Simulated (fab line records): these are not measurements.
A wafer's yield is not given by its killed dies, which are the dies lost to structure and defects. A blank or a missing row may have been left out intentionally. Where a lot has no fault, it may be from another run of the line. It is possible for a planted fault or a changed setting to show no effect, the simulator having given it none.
fab line records | flow sfq-line
[record] lots = 14 | wafers = 42 | last-day = 87
route steps=325 shown I6@266
lots with no fault: from the same line, run without faults
start-h: hours from the record's first day to the start of the lot's first wafer shown | wait-h: hours since the lot's step before | " same as the row above | L1.1+2: several wafers, shown together as one row | - either no value or no given start | * or withheld: withheld | < > ~ a bound
route shown NAME@n: NAME is a module with steps in the file, n the number in the route of the first one | usual: mean/standard deviation of fault-free wafers | same: alike in all rows | chamber/n: place in a boat | sites: the reading at each site | _std_site: how widely they spread, as a standard deviation | _edge_site: mean of outer sites minus mean of inner sites | radius-mm: for every site, how far away it sits from the centre of the wafer | mask NAME#n: copy n | behind: the last tool/chamber to shape the wafer | hold: reason for holding the lot/hours on hold/outcome of the hold | device: which transistor (n, p or np) failed to switch | end of line: the same wafers' tests at the end of the route | a step with no rows: only its recipe | killed: dies lost to structure and defects at the first sort, not the wafer's yield | map: the dies of a wafer, with x for killed, . for not killed, _ for no die there
set.NAME: the setting that was run; set.NAME@STEP: the one run at that earlier step | model.NAME: the simulator's own value behind a step, which no gauge read
route steps across a sampled set of lots; one table per step, one row per wafer
services: from which hour (start-h, from the record's first day; less than 0 if before it) a tool's chamber was out of use, for how many hours, and why
[[steps]]
[step SFQ_TRILAYER_I6_DEP_PECVD_165]
[recipe] material = SiO2 | temp-c = 150 | time-s = 111.11 | pressure-torr = 2.4 | rf-w = 183.3 | precursor = SiH4/N2O | target-thk-nm = 500
[usual] heater-power-w = 85/19 | rf-fwd-power-W = 182.2/0.58 | run-length-s = 138.9/0.46 | throttle-valve-pct = 24.7/1.4
lot.wafer | tool     | chamber | start-h | wait-h | heater-power-w | rf-fwd-power-W | run-length-s | throttle-valve-pct
L184.2    | pecvd-03 | 0       | 1468.77 | 0.0    | 72             | 181.7          | 138.7        | 24.0
L184.4    | "        | 2       | "       | "      | 81             | 182.2          | 139.0        | 23.2
L184.5    | "        | 1       | "       | "      | 94             | 182.3          | 138.7        | 23.9
L186.2    | pecvd-03 | 1       | 1472.37 | 0.0    | 87             | 182.5          | 138.7        | 24.0
L186.4    | "        | 0       | "       | "      | 61             | 182.3          | 139.3        | 24.2
L186.5    | "        | 2       | "       | "      | 90             | 182.6          | 139.3        | 23.0
L188.3    | pecvd-01 | 2       | 1478.39 | 0.0    | 82             | 181.8          | 139.0        | 26.4
L188.5    | "        | 2       | "       | "      | 84             | 182.8          | 139.0        | 26.3
L188.6    | "        | 0       | "       | "      | 73             | 183.1          | 138.5        | 23.4
L191.1    | pecvd-03 | 2       | 1484.37 | 0.0    | 83             | 180.9          | 139.5        | 23.2
L191.2    | "        | 0       | "       | "      | 70             | 181.4          | 138.7        | 24.1
L191.3    | "        | 1       | "       | "      | 87             | 181.7          | 139.3        | 23.9
L193.2    | pecvd-02 | 0       | 1732.37 | 0.0    | 98             | 182.5          | 139.7        | 24.3
L193.3    | "        | 1       | "       | "      | 108            | 182.4          | 138.3        | 26.1
L193.5    | "        | 2       | "       | "      | 44             | 182.7          | 139.1        | 26.5
L194.2    | pecvd-01 | 0       | 1733.57 | 0.0    | 66             | 182.4          | 138.6        | 24.0
L194.4    | "        | 0       | "       | "      | 68             | 181.3          | 138.3        | 23.9
L194.6    | "        | 1       | "       | "      | 114            | -              | 132.1        | 24.1
L196.1    | pecvd-01 | 2       | 1735.97 | 0.0    | 82             | 181.7          | 139.4        | 27.2
L196.2    | "        | 1       | "       | "      | 105            | -              | 132.1        | 24.1
L196.4    | "        | 0       | "       | "      | 69             | 183.2          | 138.4        | 23.7
L198.2    | pecvd-03 | 1       | 1738.54 | 0.0    | 90             | 182.8          | 138.6        | 24.1
L198.3    | "        | 2       | "       | "      | 89             | 182.6          | 139.4        | 23.7
L198.4    | "        | 1       | "       | "      | 90             | 182.9          | 138.5        | 24.4
L200.2    | pecvd-02 | 2       | 1776.84 | 0.0    | 44             | 182.0          | 139.3        | 26.7
L200.3    | "        | 0       | "       | "      | 96             | 182.5          | 139.4        | 24.5
L200.6    | "        | 2       | "       | "      | 34             | 182.3          | 139.6        | 26.6
L202.1    | pecvd-03 | 1       | 1853.65 | 0.0    | 93             | 181.8          | 139.0        | 24.5
L202.2    | "        | 2       | "       | "      | 90             | 182.2          | 139.4        | 23.8
L202.5    | "        | 1       | "       | "      | 94             | 182.6          | 138.8        | 24.8
L203.1    | pecvd-01 | 0       | 1866.83 | 0.0    | 73             | 182.1          | 138.5        | 23.9
L203.2    | "        | 1       | "       | "      | 113            | 182.6          | 139.2        | 24.3
L203.3    | "        | 2       | "       | "      | 73             | 182.7          | 138.8        | 28.2
L205.1    | pecvd-01 | 1       | 1871.76 | 0.0    | 121            | 182.4          | 139.2        | 24.5
L205.2    | "        | 0       | "       | "      | 75             | 181.8          | 139.2        | 24.0
L205.3    | "        | 2       | "       | "      | 86             | 182.5          | 138.7        | 28.0
L206.2    | pecvd-01 | 2       | 1875.32 | 0.0    | 83             | 182.1          | 139.3        | 27.9
L206.5    | "        | 1       | "       | "      | 110            | 182.7          | 139.1        | 24.6
L206.6    | "        | 2       | "       | "      | 88             | 183.1          | 138.6        | 28.1
L207.3    | pecvd-02 | 0       | 2002.42 | 0.0    | 108            | 181.0          | 139.6        | 24.6
L207.5    | "        | 1       | "       | "      | 94             | 181.6          | 137.8        | 26.2
L207.6    | "        | 2       | "       | "      | 40             | 182.9          | 139.0        | 27.0
[step SFQ_TRILAYER_I6_CMP_CMP_166]
[recipe] material = SiO2 | down-force-psi = 3 | platen-rpm = 60 | pad-velocity-m-s = 0.94248
[usual] motor-current-A = 10.0/1.1 | time-to-endpoint-s = 215/7.9
lot.wafer | tool   | chamber | start-h | wait-h | motor-current-A | time-to-endpoint-s
L184.4    | cmp-01 | 3       | 1472.75 | 3.9    | 11.1            | 223
L184.2    | "      | 0       | "       | "      | 9.7             | 217
L184.5    | "      | 0       | 1475.25 | 6.4    | 9.2             | 221
L186.4    | cmp-02 | 0       | 1476.07 | 3.6    | 9.6             | 203
L186.2    | "      | 1       | "       | "      | 9.6             | 213
L186.5    | "      | 1       | 1478.57 | 6.1    | 9.7             | 213
L188.3    | cmp-01 | 2       | 1484.75 | 6.3    | 11.2            | 218
L188.5    | "      | 2       | 1486.75 | 8.3    | 11.3            | 224
L188.6    | "      | 3       | "       | "      | 10.9            | 230
L191.3    | cmp-02 | 0       | 1497.57 | 13.2   | 10.0            | 203
L191.1    | "      | 1       | "       | "      | 9.7             | 208
L191.2    | "      | 2       | "       | "      | 10.8            | 212
L193.2    | cmp-02 | 2       | 1732.95 | 0.5    | 10.8            | 218
L193.3    | "      | 3       | "       | "      | 8.0             | 215
L193.5    | "      | 1       | 1734.45 | 2.0    | 9.8             | 220
L194.2    | cmp-01 | 0       | 1735.35 | 1.7    | 10.3            | 199
L194.4    | "      | 1       | "       | "      | 12.2            | 211
L194.6    | "      | 0       | 1737.35 | 3.7    | 8.8             | 191
L196.4    | cmp-02 | 3       | 1743.23 | 7.2    | 8.5             | 218
L196.1    | "      | 0       | "       | "      | 10.5            | 217
L196.2    | "      | 2       | 1744.73 | 8.7    | 10.3            | 194
L198.4    | cmp-02 | 3       | 1752.23 | 13.6   | 8.0             | 214
L198.3    | "      | 0       | "       | "      | 9.8             | 220
L198.2    | "      | 1       | "       | "      | 9.7             | 224
L200.3    | cmp-01 | 3       | 1779.14 | 2.3    | 11.3            | 207
L200.2    | "      | 1       | 1780.14 | 3.3    | 11.7            | 220
L200.6    | "      | 3       | 1781.14 | 4.2    | 11.1            | 217
L202.2    | cmp-02 | 1       | 1857.64 | 3.9    | 9.8             | 225
L202.1    | "      | 3       | 1858.64 | 4.9    | 8.3             | 216
L202.5    | "      | 1       | 1859.64 | 5.9    | 10.1            | 223
L203.1    | cmp-02 | 2       | 1872.14 | 5.3    | 10.7            | 212
L203.3    | "      | 0       | 1873.14 | 6.3    | 10.4            | 212
L203.2    | "      | 1       | "       | "      | 9.2             | 220
L205.3    | cmp-02 | 2       | 1878.14 | 6.3    | 10.6            | 202
L205.1    | "      | 0       | 1879.14 | 7.3    | 10.3            | 207
L205.2    | "      | 1       | "       | "      | 9.7             | 219
L206.2    | cmp-02 | 0       | 1885.14 | 9.8    | 9.8             | 202
L206.5    | "      | 2       | 1886.14 | 10.7   | 10.4            | 207
L206.6    | "      | 3       | "       | "      | 8.1             | 205
L207.3    | cmp-02 | 2       | 2004.00 | 1.5    | 10.6            | 206
L207.6    | "      | 3       | "       | "      | 8.4             | 203
L207.5    | "      | 0       | "       | "      | 9.9             | 202
[[services]]
tool     | chamber | start-h | hours | kind
pecvd-03 | -       | 1458.36 | 0.3   | repair
cmp-02   | -       | 1467.74 | 2.3   | repair
pecvd-03 | -       | 1515.71 | 14.6  | pm
pecvd-01 | -       | 1531.83 | 2.8   | pm
cmp-02   | -       | 1539.07 | 3.7   | pm
cmp-02   | -       | 1551.83 | 3.7   | repair
pecvd-03 | -       | 1557.86 | 13.3  | repair
pecvd-01 | -       | 1557.88 | 14.6  | pm
pecvd-01 | -       | 1579.11 | 0.9   | repair
pecvd-03 | 1       | 1591.11 | 5.1   | repair
pecvd-03 | -       | 1621.07 | 5.5   | pm
pecvd-01 | 2       | 1673.47 | 6.8   | repair
cmp-02   | -       | 1680.33 | 0.8   | repair
pecvd-01 | -       | 1681.46 | 0.8   | repair
cmp-02   | -       | 1686.45 | 4.8   | repair
pecvd-03 | 0       | 1726.36 | 66.5  | repair
pecvd-03 | 1       | 1730.93 | 5.3   | repair
cmp-02   | -       | 1755.41 | 0.6   | repair
cmp-02   | -       | 1773.23 | 4.0   | pm
cmp-02   | -       | 1813.84 | 1.8   | repair
pecvd-01 | -       | 1838.73 | 1.2   | repair
cmp-02   | -       | 1908.14 | 5.9   | pm
pecvd-01 | 0       | 1972.96 | 4.8   | repair
cmp-02   | -       | 1976.81 | 21.7  | pm
[[key]]
[first-sign] step = SFQ_TRILAYER_I6_DEP_PECVD_165 | reading = run-length-s | direction = down | sigmas = 15 | usual = * | struck = *
[effect] step = SFQ_TRILAYER_I6_CMP_CMP_166 | reading = time-to-endpoint-s | direction = down | sigmas = 2.9 | usual = * | struck = *
met-at SFQ_TRILAYER_I6_DEP_PECVD_165
struck-lots L194,L196
struck-wafers L194.6,L196.2
[fault] kind = process-parameter-drift | tool = pecvd-01 | chamber = 1 | onset-h = 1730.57 | steps = SFQ_TRILAYER_I6_DEP_PECVD_165 | channel = time-s | offset = * | shape = step | end-h = 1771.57 | acts-in = * | stated = *
